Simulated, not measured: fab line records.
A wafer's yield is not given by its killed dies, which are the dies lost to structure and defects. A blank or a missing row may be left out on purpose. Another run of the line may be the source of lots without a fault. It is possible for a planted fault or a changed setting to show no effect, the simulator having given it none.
The tool behind it: which one? -- flow sky130 -- Sampling: 11 lots, 33 wafers, 5 of 708 route steps

WHAT THE GAUGES SHOWED, per wafer
SKY_VT_ADJUST_LVTN_OVL_MEAS_07.
lot,measured,on,VT_ADJUST_LVTN_OVL (nm)
L657,day 6 22:16,overlay-01,-1.2 0.2 1.2
L658,day 7 05:16,overlay-02,-1.4 -1.7 -1.5
L659,day 7 11:14,overlay-02,-1.4 1.5 -1.8
L660,day 7 13:47,overlay-02,-3.0 -1.9 -1.3
L661,day 7 19:35,overlay-02,0.4 1.1 -0.4
L670,day 11 02:16,overlay-02,-1.7 -1.1 -1.5
L669,day 11 02:20,overlay-01,5.4 5.2 3.3
L671,day 11 03:20,overlay-01,2.9 1.2 2.6
L674,day 11 16:19,overlay-01,-1.4 0.7 -0.4
L678,day 12 16:31,overlay-02,0.1 -2.3 -1.0
L679,day 12 20:13,overlay-02,0.1 -0.5 0.1

SKY_VT_ADJUST_HVTR_CD_MEAS_07: the cd target is 380 nm.
lot,measured,on,cd_nm (nm)
L657,day 9 13:10,cd_sem-01,382.2 379.4 381.7
L658,day 9 19:34,cd_sem-01,380.5 378.3 377.6
L659,day 10 03:21,cd_sem-02,380.6 378.8 379.8
L660,day 10 05:28,cd_sem-02,376.7 378.5 379.4
L661,day 10 13:43,cd_sem-02,377.8 379.1 379.4
L670,day 13 17:14,cd_sem-02,382.0 381.0 379.6
L669,day 13 17:29,cd_sem-01,380.5 377.9 377.7
L671,day 13 17:59,cd_sem-01,382.4 386.2 383.2
L674,day 14 06:17,cd_sem-01,375.5 375.6 376.6
L678,day 15 09:28,cd_sem-01,379.8 376.9 379.0
L679,day 15 13:43,cd_sem-02,376.5 376.9 378.1

WHICH TOOL RAN EACH LOT (tool, then ch and the chambers of the sampled wafers, then the start)
lot,SKY_NWELL_RTA_28,SKY_VT_ADJUST_LVTN_EXPOSE_04,SKY_VT_ADJUST_LVTN_STRIP_20
L657,"rtp_anneal-02 ch 0, day 5 09:13","iline_stepper-01 ch 0, day 6 13:47","plasma_asher-03 ch 0,1, day 7 18:33"
L658,"rtp_anneal-01 ch 0, day 5 16:19","iline_stepper-01 ch 0, day 6 19:24","plasma_asher-02 ch 0,1, day 8 00:45"
L659,"rtp_anneal-02 ch 0, day 5 20:30","iline_stepper-02 ch 0, day 7 01:02","plasma_asher-02 ch 0,1, day 8 08:03"
L660,"rtp_anneal-01 ch 0, day 5 23:22","iline_stepper-02 ch 0, day 7 03:40","plasma_asher-01 ch 0,1, day 8 10:20"
L661,"rtp_anneal-02 ch 0, day 6 03:49","iline_stepper-01 ch 0, day 7 10:02","plasma_asher-01 ch 0,1, day 8 16:36"
L670,"rtp_anneal-02 ch 0, day 9 03:22","iline_stepper-02 ch 0, day 10 14:25","plasma_asher-02 ch 0,1, day 12 01:57"
L669,"rtp_anneal-01 ch 0, day 9 04:52","iline_stepper-01 ch 0, day 10 14:41","plasma_asher-03 ch 0,1, day 12 02:10"
L671,"rtp_anneal-02 ch 0, day 9 05:50","iline_stepper-02 ch 0, day 10 16:10","plasma_asher-01 ch 0,1, day 12 03:21"
L674,"rtp_anneal-02 ch 0, day 9 18:21","iline_stepper-02 ch 0, day 11 05:02","plasma_asher-03 ch 0,1, day 12 15:48"
L678,"rtp_anneal-02 ch 0, day 10 17:50","iline_stepper-02 ch 0, day 12 05:44","plasma_asher-01 ch 0,1, day 13 11:13"
L679,"rtp_anneal-01 ch 0, day 10 23:31","iline_stepper-02 ch 0, day 12 10:19","plasma_asher-02 ch 0,1, day 13 14:58"
- SKY_NWELL_RTA_28: time 30 s.
- SKY_VT_ADJUST_LVTN_EXPOSE_04: exposes mask NWM COMPLEMENT LESS NATIVE, target cd 840 nm.
- SKY_VT_ADJUST_LVTN_STRIP_20: strips in O2/N2.

WHAT THE TOOLS THEMSELVES READ (means of the sampled wafers that have a number; where no wafer has one, the mark that the record gives instead)
SKY_NWELL_RTA_28.
lot,tool,chamber_o2_ppm,lamp_power_pct (%),wafer_temp_C_max
L657,rtp_anneal-02,2.016,25.32,1054.9
L658,rtp_anneal-01,2.004,25.31,1054.4
L659,rtp_anneal-02,1.982,25.32,1055.9
L660,rtp_anneal-01,1.991,25.26,1055.7
L661,rtp_anneal-02,1.980,25.34,1055.4
L670,rtp_anneal-02,2.039,25.32,1054.6
L669,rtp_anneal-01,2.009,25.29,1055.2
L671,rtp_anneal-02,2.012,25.31,1055.1
L674,rtp_anneal-02,1.988,25.30,1055.1
L678,rtp_anneal-02,2.005,25.29,1055.3
L679,rtp_anneal-01,1.981,25.34,1055.9

SKY_VT_ADJUST_LVTN_EXPOSE_04.
lot,tool,focus_offset_nm (nm)
L657,iline_stepper-01,-0.2
L658,iline_stepper-01,-0.3
L659,iline_stepper-02,-0.4
L660,iline_stepper-02,0.2
L661,iline_stepper-01,-0.9
L670,iline_stepper-02,-0.7
L669,iline_stepper-01,-0.2
L671,iline_stepper-02,-0.2
L674,iline_stepper-02,-0.3
L678,iline_stepper-02,-0.0
L679,iline_stepper-02,-0.2

SKY_VT_ADJUST_LVTN_STRIP_20.
lot,tool,drypump_motor_current_A (A),oes_product_au (a.u.),strip_time_to_endpoint_s (s)
L657,plasma_asher-03,6.3,0.714,14.14
L658,plasma_asher-02,5.7,0.717,14.23
L659,plasma_asher-02,5.7,0.718,14.20
L660,plasma_asher-01,6.1,0.713,14.20
L661,plasma_asher-01,6.1,0.713,14.21
L670,plasma_asher-02,5.8,0.714,14.15
L669,plasma_asher-03,6.2,0.707,14.19
L671,plasma_asher-01,6.1,0.717,14.20
L674,plasma_asher-03,6.3,0.716,14.24
L678,plasma_asher-01,6.2,0.711,14.18
L679,plasma_asher-02,5.7,0.716,14.25

THE ANSWER, worked out from the rows above alone
Rule: what is usual is taken from the lots themselves. Put in order of their means at a reading, lots are off if they are a third of the lots or fewer, leave a main group of 4 or more, and stand apart from it by a gap of 3 or more times the standard deviation of the main group's means; of several such gaps the widest counts. If all means in a main group match to the digits the tables above print for the reading, that group is not used. A lot without any number at a reading at which 4 lots or more have one is off too. Where the step has rows for the other lots, those lots are counted as sound. First the gauges in route order, then the tools' own readings, where a lot's mean is used as printed above. At the first step where some lot is off, the reading lying furthest off is the one used; lots without a number count as furthest.
None of the lots is off at any reading shown; this tells nothing.

WHAT THE SIMULATOR HAD PUT IN
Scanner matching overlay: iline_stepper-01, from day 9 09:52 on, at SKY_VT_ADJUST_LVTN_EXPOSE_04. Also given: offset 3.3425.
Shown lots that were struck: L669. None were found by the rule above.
